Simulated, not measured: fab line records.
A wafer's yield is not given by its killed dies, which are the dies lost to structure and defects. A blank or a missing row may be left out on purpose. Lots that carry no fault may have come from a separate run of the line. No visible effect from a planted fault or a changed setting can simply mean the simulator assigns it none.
2 desks looking at one fault || flow sky130 || only its own numbers are on each desk; what lay behind them is given at the end

THE TOOL OWNER'S DESK: plasmaAsher-03
The tool's own readings at SKY_LDD_P_STRIP_10 (strips in O2/N2): means of the sampled wafers that have a number, for each lot that ran on this tool. Marked OUT: a lot whose mean sits more than 4 standard deviations from the usual mean, which makes it out of limits; the brackets give that distance.
Columns: A = drypumpMotorCurrentA at SKY_LDD_P_STRIP_10, usual 6.0 A; B = oesProductAu at SKY_LDD_P_STRIP_10, usual 0.715 a.u.; C = stripTimeToEndpointS at SKY_LDD_P_STRIP_10, usual 14.17 s
{"lot": "L522", "first seen here": "day 18 14:18", "A": 5.7, "B": 0.712, "C": 14.19}
{"lot": "L526", "first seen here": "day 20 10:03", "A": 5.7, "B": 0.715, "C": 14.26}
{"lot": "L533", "first seen here": "day 23 06:47", "A": 5.9, "B": 0.714, "C": 14.16}
{"lot": "L535", "first seen here": "day 23 16:51", "A": 5.9, "B": "0.956 (+59) OUT", "C": "-"}
{"lot": "L544", "first seen here": "day 27 09:48", "A": 6.1, "B": 0.714, "C": 14.17}
Finding of this desk: L535 out of limits; the first was L535 at day 23 16:51, on oesProductAu at SKY_LDD_P_STRIP_10. L522, L526, L533, L544 stayed within limits.

AT THE METROLOGY DESK
Lot by lot, what the gauges showed, no matter which tool ran the lot: averages of those sampled wafers that carry a number. Marked OUT: a lot whose mean sits more than 4 standard deviations from the usual mean, which makes it out of limits; the brackets give that distance.
Columns: A = LDD_HVN_TW at SKY_LDD_HVN_TW_MEAS_10, usual 1442
{"lot": "L522", "first seen here": "day 19 21:41", "A": 1422}
{"lot": "L526", "first seen here": "day 21 16:53", "A": 1411}
{"lot": "L525", "first seen here": "day 21 19:54", "A": 1452}
{"lot": "L528", "first seen here": "day 22 19:35", "A": 1417}
{"lot": "L530", "first seen here": "day 23 04:47", "A": 1451}
{"lot": "L531", "first seen here": "day 23 17:01", "A": 1447}
{"lot": "L532", "first seen here": "day 24 03:24", "A": 1454}
{"lot": "L533", "first seen here": "day 24 12:48", "A": 1445}
{"lot": "L535", "first seen here": "day 24 23:02", "A": "846 (-35) OUT"}
{"lot": "L534", "first seen here": "day 24 23:56", "A": 1458}
{"lot": "L536", "first seen here": "day 25 09:14", "A": 1456}
{"lot": "L544", "first seen here": "day 28 14:18", "A": 1452}
{"lot": "L545", "first seen here": "day 29 04:36", "A": 1417}
This desk reports L535 out of limits; the earliest was L535 at day 24 23:02 (LDD_HVN_TW at SKY_LDD_HVN_TW_MEAS_10). L522, L526, L525, L528, L530, L531, L532, L533, L534, L536, L544, L545 stayed within limits.

BROUGHT TOGETHER
On L535, at day 23 16:51, an alarm was possible from the tool owner's desk.
On L535, the metrology desk was in a position to raise an alarm at day 24 23:02.
Of the lots named, all ran SKY_LDD_P_STRIP_10 on plasmaAsher-03.

WHAT THE SIMULATOR PUT IN
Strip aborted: plasmaAsher-03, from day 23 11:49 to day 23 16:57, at SKY_LDD_P_STRIP_10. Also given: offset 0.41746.
Shown lots that were struck: L535.
Fault start to first reading out of limits, in hours, per desk: tool owner, 5; metrology, 35.
